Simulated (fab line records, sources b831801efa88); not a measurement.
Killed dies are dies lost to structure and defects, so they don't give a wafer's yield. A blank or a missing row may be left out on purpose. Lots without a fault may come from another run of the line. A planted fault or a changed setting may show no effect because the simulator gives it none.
Tool commonality check | flow sky130 | 11 lots, 33 wafers sampled

WHY IT WAS OPENED
At SKY_POLY_GATE_THK_MEAS_21 the reading POLY_GATE_OXIDATION_THK is flagged on 2 of 11 lots. Wafers without a fault read 3.99 nm, standard deviation 0.083.
Rule: a lot is flagged when every wafer of it that has a number lies more than 4 standard deviations from that mean, or none has a number. The other lots count as sound.

lot  | measured     | on            | POLY_GATE_OXIDATION_THK (nm), wafer by wafer | flag
L910 | day 17 10:31 | film_metro-02 | 3.88 3.87 3.94                               |
L911 | day 17 18:07 | film_metro-01 | 3.91 3.91 3.92                               |
L916 | day 19 12:30 | film_metro-02 | 3.98 4.05 4.00                               |
L917 | day 20 02:12 | film_metro-02 | 4.01 3.96 3.98                               |
L919 | day 21 01:22 | film_metro-02 | 3.99 4.06 3.97                               |
L920 | day 21 07:23 | film_metro-03 | 4.90 4.88 4.83                               | FLAGGED
L921 | day 21 09:23 | film_metro-03 | 4.76 4.87 4.88                               | FLAGGED
L924 | day 22 14:34 | film_metro-03 | 3.97 3.96 4.02                               |
L929 | day 24 00:17 | film_metro-03 | 4.04 4.06 4.03                               |
L928 | day 24 08:52 | film_metro-02 | 3.99 3.99 4.00                               |
L931 | day 24 22:22 | film_metro-02 | 3.90 3.87 3.90                               |
The numbers of the flagged lots are 4.85 nm on average: +0.86 nm against the usual, or +10 standard deviations.

WHICH TOOL RAN EACH LOT
The record holds 2 process steps before the reading, out of a route of 708 steps. In each cell: the tool, then ch and the chambers that the sampled wafers went through, then the start.
lot  | flag    | SKY_GATE_OXIDE_STRIP_13              | SKY_POLY_GATE_OXIDATION_20
L910 |         | plasma_asher-03 ch 0,1, day 14 18:17 | furnace-01 ch 0, day 17 09:16
L911 |         | plasma_asher-04 ch 0,1, day 14 23:46 | furnace-01 ch 0, day 17 16:51
L916 |         | plasma_asher-01 ch 0,1, day 16 17:17 | furnace-02 ch 0, day 19 11:14
L917 |         | plasma_asher-04 ch 0,1, day 17 04:44 | furnace-01 ch 0, day 20 00:56
L919 |         | plasma_asher-04 ch 0,1, day 18 04:12 | furnace-02 ch 0, day 21 00:06
L920 | FLAGGED | plasma_asher-04 ch 0,1, day 18 09:27 | furnace-02 ch 0, day 21 06:07
L921 | FLAGGED | plasma_asher-04 ch 0,1, day 18 12:16 | furnace-02 ch 0, day 21 08:08
L924 |         | plasma_asher-01 ch 0,1, day 19 18:31 | furnace-01 ch 0, day 22 13:19
L929 |         | plasma_asher-04 ch 0,1, day 21 03:56 | furnace-01 ch 0, day 23 23:02
L928 |         | plasma_asher-01 ch 0,1, day 21 14:07 | furnace-01 ch 0, day 24 07:37
L931 |         | plasma_asher-01 ch 0,1, day 22 01:55 | furnace-01 ch 0, day 24 21:06
What these steps do:
- SKY_GATE_OXIDE_STRIP_13: strips in O2/N2.
- SKY_POLY_GATE_OXIDATION_20: stabilise 600 s, purge 300 s, target thk 4 nm.
- SKY_POLY_GATE_THK_MEAS_21

FLAGGED OVER TOTAL, TOOL BY TOOL (the gauges that took the reading come last)
step                       | tool            | lots run | flagged | share of the flagged lots | sound lots run after its first flagged lot
SKY_GATE_OXIDE_STRIP_13    | plasma_asher-01 | 4        | 0       | none                      | -
SKY_GATE_OXIDE_STRIP_13    | plasma_asher-03 | 1        | 0       | none                      | -
SKY_GATE_OXIDE_STRIP_13    | plasma_asher-04 | 6        | 2       | all                       | 1 (L929)
SKY_POLY_GATE_OXIDATION_20 | furnace-01      | 7        | 0       | none                      | -
SKY_POLY_GATE_OXIDATION_20 | furnace-02      | 4        | 2       | all                       | 0
SKY_POLY_GATE_THK_MEAS_21  | film_metro-01   | 1        | 0       | none                      | -
SKY_POLY_GATE_THK_MEAS_21  | film_metro-02   | 6        | 0       | none                      | -
SKY_POLY_GATE_THK_MEAS_21  | film_metro-03   | 4        | 2       | all                       | 2 (L924,L929)

WHAT THE TABLE ALLOWS
3 rows of the table ran every flagged lot: plasma_asher-04 at SKY_GATE_OXIDE_STRIP_13, furnace-02 at SKY_POLY_GATE_OXIDATION_20, film_metro-03 at SKY_POLY_GATE_THK_MEAS_21.
- plasma_asher-04 at SKY_GATE_OXIDE_STRIP_13: 2 of its 6 lots flagged. Sound lots ran on it after the first flagged one (L929), which a lasting fault on the whole tool wouldn't allow.
- furnace-02 at SKY_POLY_GATE_OXIDATION_20: 2 of its 4 lots flagged. Its last sound lot is L919 (day 21 00:06), its first flagged lot L920 (day 21 06:07): a fault that began between those two fits. Its own readings lie more than 4 standard deviations out on every wafer of the flagged lots: spike_tc_bottom_C, spike_tc_centre_C, spike_tc_lower_C, spike_tc_upper_C, tube_center_temp_C, tube_center_temp_C_max.
- film_metro-03 at SKY_POLY_GATE_THK_MEAS_21: 2 of its 4 lots flagged. Sound lots ran on it after the first flagged one (L924, L929), which a lasting fault on the whole tool wouldn't allow.
One tool is left: furnace-02 at SKY_POLY_GATE_OXIDATION_20.

WHAT THE SIMULATOR HAD PUT IN
Process parameter drift: furnace-02, from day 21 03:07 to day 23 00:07, at SKY_POLY_GATE_OXIDATION_20. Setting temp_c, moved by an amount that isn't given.
Lots struck among those shown: L920, L921. The rule above found the same.
